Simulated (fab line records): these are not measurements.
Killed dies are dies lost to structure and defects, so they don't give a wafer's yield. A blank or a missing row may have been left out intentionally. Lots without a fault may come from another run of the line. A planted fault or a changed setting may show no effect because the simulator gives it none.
Which tool is to blame? + flow sky130 + 12 lots, 36 wafers sampled, at 2 steps of a route of 708

WHAT THE GAUGES READ, wafer by wafer
SKY_VT_ADJUST_PCH_OVL_MEAS_07. Usual: VT_ADJUST_PCH_OVL gives 0.1 nm (standard deviation 1.4).
| lot  | measured     | on         | VT_ADJUST_PCH_OVL (nm) | flag |
|------|--------------|------------|------------------------|------|
| L602 | day 10 18:00 | overlay-01 | -0.5 -0.6 -1.8         |      |
| L603 | day 11 03:40 | overlay-02 | 0.5 1.6 0.9            |      |
| L605 | day 11 18:34 | overlay-02 | 1.4 -0.7 -1.2          |      |
| L606 | day 12 09:18 | overlay-01 | 2.1 -0.6 -1.2          |      |
| L607 | day 12 10:16 | overlay-02 | 3.7 1.1 1.6            |      |
| L608 | day 12 11:48 | overlay-02 | 0.5 0.6 -1.5           |      |
| L609 | day 12 23:18 | overlay-01 | 2.0 1.3 1.3            |      |
| L610 | day 13 09:46 | overlay-01 | -2.1 -0.9 -2.6         |      |
| L611 | day 13 21:00 | overlay-01 | -0.3 -1.3 -0.4         |      |
| L614 | day 14 17:13 | overlay-01 | -1.5 -0.6 0.1          |      |
| L621 | day 17 01:34 | overlay-02 | 0.2 0.0 -1.1           |      |
| L624 | day 17 19:15 | overlay-02 | 2.8 2.0 0.3            |      |

SKY_LDD_LDN_OVL_MEAS_07. Usual: LDD_LDN_OVL gives -0.4 nm (standard deviation 1.3).
| lot  | measured     | on         | LDD_LDN_OVL (nm) | flag |
|------|--------------|------------|------------------|------|
| L602 | day 23 04:01 | overlay-01 | -1.5 -2.4 -1.0   |      |
| L603 | day 23 20:10 | overlay-01 | -0.6 1.8 0.1     |      |
| L605 | day 24 15:43 | overlay-01 | -2.2 -1.7 -0.7   |      |
| L606 | day 25 01:49 | overlay-02 | 0.0 -2.2 -2.0    |      |
| L607 | day 25 06:07 | overlay-02 | -0.3 1.0 -0.7    |      |
| L608 | day 25 12:04 | overlay-02 | 0.3 0.8 0.8      |      |
| L609 | day 26 01:02 | overlay-02 | 0.3 1.3 -1.5     |      |
| L610 | day 26 07:17 | overlay-01 | 0.1 0.8 0.5      |      |
| L611 | day 26 22:49 | overlay-02 | -0.3 -0.1 0.7    |      |
| L614 | day 27 21:40 | overlay-02 | -0.5 0.0 -0.1    |      |
| L621 | day 30 01:53 | overlay-01 | 1.3 -1.5 1.6     |      |
| L624 | day 30 23:49 | overlay-01 | -2.4 0.8 -1.7    |      |

WHAT TOOL EACH LOT RAN ON (gives the tool, then ch and the chambers of the sampled wafers, and finally the start)
Before these readings, the record contains no process step.

AS READ BY THE TOOLS THEMSELVES (means over the sampled wafers that have a number; for cases with no such wafer, the mark the record gives instead)
The record holds no such reading with a usual standard deviation.

THE ANSWER, worked out from the rows above alone
Rule: take the mean of a lot's wafers that have a number; if it is more than 3 standard deviations from the usual mean, the lot is off. A lot without any number at a reading at which 4 lots or more have one is off too. Where the step has rows for the other lots, those lots are counted as sound. First the gauges in route order, then the tools' own readings, where a lot's mean is used as printed above. The first step at which some lot is off is used, and at that step the reading that is off furthest; a lot without a number counts as furthest.
No lot is off on any of the readings shown, so nothing can be concluded from this.

WHAT THE SIMULATOR HAD INSERTED
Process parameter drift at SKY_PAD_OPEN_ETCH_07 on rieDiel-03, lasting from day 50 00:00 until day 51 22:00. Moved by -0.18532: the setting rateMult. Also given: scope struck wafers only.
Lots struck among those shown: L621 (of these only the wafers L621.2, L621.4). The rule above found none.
